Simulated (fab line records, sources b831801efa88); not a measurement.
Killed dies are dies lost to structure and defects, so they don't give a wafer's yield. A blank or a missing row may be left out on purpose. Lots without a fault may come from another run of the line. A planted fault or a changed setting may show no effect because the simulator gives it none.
A struck lot beside a sound one | flow gf180mcu | 14 steps out of a route of 602
Sound: wafers L679.3, L679.4, L679.5. Struck: wafers L672.1, L672.3, L672.4. The cause comes at the end.
At each step with rows: each side's tool, then ch and its chambers, then its first start. Under that, the readings that differ: sound wafers | struck wafers | difference of the means | sigmas: that difference in standard deviations of wafers without a fault.
alike: readings whose means differ by less than 2 such deviations, and words and numbers that are the same on both sides. not compared: withheld readings, readings that some wafer has no value for, bounds like >300 that may hide the same value, and numbers for which the record gives no deviation and whose values overlap.
The two part at a step that has a row with sigmas, a row that says differs or no value, or rows on one side only. Numbers that don't overlap but have no deviation are shown without sigmas and don't part them. A reading that every wafer of one side lacks parts them only if that side has two wafers or more.

first, 4 steps without rows for these wafers: GF_V1_SOFTBAKE_10 (time 60 s); GF_V1_EXPOSE_11 (exposes mask Via1, target cd 260 nm); GF_V1_PEB_12 (peb time 90 s); GF_V1_DEVELOP_13 (develop time 60 s).
GF_V1_CD_MEAS_14: target cd 260 nm.
  sound on cd_sem-02, day 25 04:37; struck on cd_sem-02, day 22 20:55
  alike: cd_nm
GF_V1_OVL_MEAS_15:
  sound on overlay-01, day 25 04:43; struck on overlay-02, day 22 21:02
  alike: V1_OVL
GF_V1_ETCH_16: etches BARC in N2/H2.
  sound on rie_diel-03 ch 1,3, day 25 04:44; struck on rie_diel-04 ch 0,1,3, day 22 21:04
  alike: drypump_motor_current_A, oes_product_au, throttle_valve_pct
GF_V1_ETCH_17: etches SiO2 in C4F8/O2/Ar, stops on TiN, target depth 630 nm.
  sound on rie_diel-03 ch 1,3; struck on rie_diel-04 ch 0,1,3
  alike: oes_product_au
GF_V1_STRIP_18: strips in O2/N2.
  sound on plasma_asher-03 ch 0,1, day 25 04:54; struck on plasma_asher-04 ch 0,1, day 22 21:12
  reading                     | sound          | struck         | difference | sigmas
  drypump_motor_current_A (A) | 5.60 5.69 5.66 | 5.47 5.58 5.45 | -0.15      | -2
  alike: heater_power_w, oes_product_au
  not compared: rf_hours_counter_h
then, 2 steps without rows for these wafers: GF_V1_STRIP_19 (strips in post etch residue remover, time 1200 s); GF_V1_CLEAN_20 (cleans in DIW).
GF_V1_SPUTTER_21: material Ti, target thk 15 nm, time 80.02 s.
  sound on pvd_sputter-01, day 25 05:26; struck on pvd_sputter-03, day 22 21:46
  alike: cathode_dc_power_W, throttle_valve_pct
GF_V1_SPUTTER_22: material TiN, target thk 10 nm, time 40 s.
  sound on pvd_sputter-01, day 25 05:29; struck on pvd_sputter-03, day 22 21:50
  reading                                | sound                | struck               | difference | sigmas
  cathode_dc_power_W (W)                 | 4000.8 4000.2 4000.0 | 4272.9 4272.6 4272.4 | +272.3     | +99 or more
  model.TiN_of_V1_SPUTTER_22.thk_nm (nm) | 9.94 9.845 9.905     | 10.62 10.5 10.8      | +0.74      |
  alike: throttle_valve_pct
GF_V1_CVD_23: deposits W, target thk 350 nm, time 105.05 s.
  sound on cvd_w-01 ch 0,1, day 25 05:34; struck on cvd_w-02 ch 0,1, day 22 21:52
  alike: heater_power_w

WHERE THEY PART
First at GF_V1_STRIP_18; last, within this record, at GF_V1_SPUTTER_22. Later steps at which nothing parts them and some readings are alike: GF_V1_CVD_23.

WHY: what the simulator had put in
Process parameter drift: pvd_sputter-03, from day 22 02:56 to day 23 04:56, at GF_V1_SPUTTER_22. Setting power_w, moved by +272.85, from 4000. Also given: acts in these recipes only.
